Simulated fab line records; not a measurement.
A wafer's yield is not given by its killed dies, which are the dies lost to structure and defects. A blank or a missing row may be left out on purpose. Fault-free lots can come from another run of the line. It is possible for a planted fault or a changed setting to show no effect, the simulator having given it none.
Which tool is to blame? ; flow sky130 ; 10 lots, 30 wafers sampled, at 5 steps of a route of 708

## WHAT EACH GAUGE READ, for each wafer
SKY_LOCAL_INTERCONNECT_OVL_MEAS_12. Usual: for LOCAL_INTERCONNECT_OVL the level is 1 nm and the standard deviation is 5.4.
lot;measured;on;LOCAL_INTERCONNECT_OVL (nm);flag
L823;day 30 07:15;overlay-02;4 -4 -6;
L826;day 31 14:13;overlay-01;2 3 2;
L828;day 32 09:29;overlay-01;4 -7 -5;
L833;day 34 01:26;overlay-01;6 -3 1;
L834;day 34 08:28;overlay-02;8 8 5;
L835;day 34 13:23;overlay-01;0 8 10;
L836;day 34 19:22;overlay-02;-2 -4 -5;
L838;day 35 03:14;overlay-02;-6 -4 -11;
L839;day 35 20:37;overlay-01;-1 1 -3;
L840;day 35 21:33;overlay-01;5 7 6;

SKY_CONTACT_OVL_MEAS_15. Usual: for CONTACT_OVL the level is -2 nm and the standard deviation is 5.6.
lot;measured;on;CONTACT_OVL (nm);flag
L823;day 31 12:22;overlay-02;-4 -11 -8;
L826;day 32 18:43;overlay-01;-7 -3 -3;
L828;day 33 13:32;overlay-01;4 -1 3;
L833;day 35 05:37;overlay-02;0 0 -3;
L834;day 35 12:51;overlay-02;3 -1 8;
L835;day 35 16:23;overlay-02;-11 -9 -6;
L836;day 35 22:41;overlay-02;-5 0 -3;

## WHAT TOOL EACH LOT RAN ON (gives the tool, then ch and the chambers of the sampled wafers, and finally the start)
lot;SKY_LOCAL_INTERCONNECT_ETCH_13;SKY_LOCAL_INTERCONNECT_METAL_ETCH_14;SKY_LOCAL_INTERCONNECT_STRIP_15
L823;rie-metal-03 ch 0,1, day 30 07:17;rie-metal-03 ch 0,1, day 30 07:21;plasma-asher-01 ch 0,1, day 30 07:24
L826;rie-metal-02 ch 0,1, day 31 14:16;rie-metal-02 ch 0,1, day 31 14:20;plasma-asher-01 ch 0,1, day 31 14:23
L828;rie-metal-02 ch 0,1, day 32 09:31;rie-metal-02 ch 0,1, day 32 09:35;plasma-asher-01 ch 1, day 32 09:38
L833;rie-metal-03 ch 0,1, day 34 01:28;rie-metal-03 ch 0,1, day 34 01:32;plasma-asher-04 ch 0,1, day 34 01:35
L834;rie-metal-04 ch 0,1, day 34 08:30;rie-metal-04 ch 0,1, day 34 08:34;plasma-asher-04 ch 0,1, day 34 08:37
L835;rie-metal-02 ch 0,1, day 34 13:26;rie-metal-02 ch 0,1, day 34 13:30;plasma-asher-03 ch 0,1, day 34 13:34
L836;rie-metal-03 ch 1, day 34 19:24;rie-metal-03 ch 1, day 34 19:28;plasma-asher-01 ch 0,1, day 34 19:31
L838;rie-metal-04 ch 0,1, day 35 03:16;rie-metal-04 ch 0,1, day 35 03:20;plasma-asher-04 ch 0,1, day 35 03:23
L839;rie-metal-03 ch 0,1, day 35 20:38;rie-metal-03 ch 0,1, day 35 20:42;plasma-asher-03 ch 0,1, day 35 20:45
L840;rie-metal-04 ch 0,1, day 35 21:35;rie-metal-04 ch 0,1, day 35 21:39;plasma-asher-01 ch 1, day 35 21:42
- SKY_LOCAL_INTERCONNECT_ETCH_13: etches BARC in N2/H2, stops on SiO2, time 45.9 s, target depth 60 nm.
- SKY_LOCAL_INTERCONNECT_METAL_ETCH_14: etches TiN in Cl2/BCl3, stops on PSG, target depth 110 nm, time 31.4 s.
- SKY_LOCAL_INTERCONNECT_STRIP_15: strips in O2/N2.

## AS READ BY THE TOOLS THEMSELVES (means over the sampled wafers that have a number; for cases with no such wafer, the mark the record gives instead)
SKY_LOCAL_INTERCONNECT_ETCH_13. Usual: bias-w 99.99 W, standard deviation 0.27; chamber-pressure-mTorr 30.001 mTorr, standard deviation 0.027; drypump-motor-current-A 6.0 A, standard deviation 0.36; he-backside-leak-sccm 3.4 sccm, standard deviation 0.35; oes-product-au 0.855 a.u., standard deviation 0.005; throttle-valve-pct 13.225 %, standard deviation 0.009.
lot;tool;bias-w (W);chamber-pressure-mTorr (mTorr);drypump-motor-current-A (A);he-backside-leak-sccm (sccm);oes-product-au (a.u.);throttle-valve-pct (%);flag
L823;rie-metal-03;99.88;30.014;6.3;3.5;0.854;13.232;
L826;rie-metal-02;99.69;29.980;5.5;3.4;0.857;13.232;
L828;rie-metal-02;100.20;29.981;5.5;3.4;0.856;13.222;
L833;rie-metal-03;99.99;30.016;6.2;3.3;0.854;13.226;
L834;rie-metal-04;100.09;30.013;5.9;3.4;0.853;13.224;
L835;rie-metal-02;100.05;30.024;5.5;3.2;0.854;13.232;
L836;rie-metal-03;99.87;29.993;6.2;3.5;0.852;13.219;
L838;rie-metal-04;-;-;-;-;-;-;OFF
L839;rie-metal-03;-;-;-;-;-;-;OFF
L840;rie-metal-04;-;-;-;-;-;-;OFF

SKY_LOCAL_INTERCONNECT_METAL_ETCH_14. Usual: bcl3-flow-sccm 29.99 sccm, standard deviation 0.087; bias-w 48.49 W, standard deviation 0.15; drypump-motor-current-A 6.0 A, standard deviation 0.36; he-backside-leak-sccm 3.4 sccm, standard deviation 0.33; oes-product-au 0.946 a.u., standard deviation 0.0097; throttle-valve-pct 21.898 %, standard deviation 0.01.
lot;tool;bcl3-flow-sccm (sccm);bias-w (W);drypump-motor-current-A (A);he-backside-leak-sccm (sccm);oes-product-au (a.u.);throttle-valve-pct (%);flag
L823;rie-metal-03;29.98;48.38;6.3;3.2;0.953;21.894;
L826;rie-metal-02;30.00;48.60;5.5;3.4;0.936;21.912;
L828;rie-metal-02;29.99;48.43;5.5;3.3;0.949;21.895;
L833;rie-metal-03;30.14;48.34;6.2;3.6;0.954;21.886;
L834;rie-metal-04;29.91;48.49;6.0;3.4;0.956;21.893;
L835;rie-metal-02;29.89;48.61;5.5;3.4;0.943;21.903;
L836;rie-metal-03;30.02;48.39;6.2;3.5;0.933;21.914;
L838;rie-metal-04;29.98;48.44;5.9;3.2;0.373;22.267;OFF
L839;rie-metal-03;29.98;48.45;6.3;3.5;0.372;22.260;OFF
L840;rie-metal-04;29.96;48.35;5.9;3.4;0.374;22.271;OFF

SKY_LOCAL_INTERCONNECT_STRIP_15. Usual: drypump-motor-current-A 6.2 A, standard deviation 0.65; oes-product-au 0.427 a.u., standard deviation 0.0045; strip-time-to-endpoint-s 4.731 s, standard deviation 0.019.
lot;tool;drypump-motor-current-A (A);oes-product-au (a.u.);strip-time-to-endpoint-s (s);flag
L823;plasma-asher-01;6.1;0.427;4.727;
L826;plasma-asher-01;6.4;0.427;4.733;
L828;plasma-asher-01;6.7;0.426;4.712;
L833;plasma-asher-04;5.8;0.428;4.734;
L834;plasma-asher-04;5.2;0.428;4.742;
L835;plasma-asher-03;6.6;0.424;4.739;
L836;plasma-asher-01;6.4;0.431;4.747;
L838;plasma-asher-04;5.2;0.445;5.154;OFF
L839;plasma-asher-03;6.6;0.446;5.199;OFF
L840;plasma-asher-01;6.7;0.447;5.185;OFF

## THE ANSWER, worked out from the rows above alone
Rule: lot off if the mean of its wafers having a number is beyond 3 standard deviations from the usual mean. Also off: a lot with no number at a reading for which 4 or more lots have one. The other lots that the step has rows for count as sound. After the gauges, taken in route order, come the tools' own readings; for these a lot's mean is taken, as printed above. The first step at which some lot is off is used, and at that step the reading that is off furthest; a lot without a number counts as furthest.
Off: L838, L839, L840, at SKY_LOCAL_INTERCONNECT_ETCH_13 (bias-w). Without a number there: L838, L839, L840.
If a tool, at that step or one of the process steps before it, ran each lot that is off and ran no sound lot following the first of them, it fits. Of those tried, none fits.

## WHAT HAD BEEN PUT IN BY THE SIMULATOR
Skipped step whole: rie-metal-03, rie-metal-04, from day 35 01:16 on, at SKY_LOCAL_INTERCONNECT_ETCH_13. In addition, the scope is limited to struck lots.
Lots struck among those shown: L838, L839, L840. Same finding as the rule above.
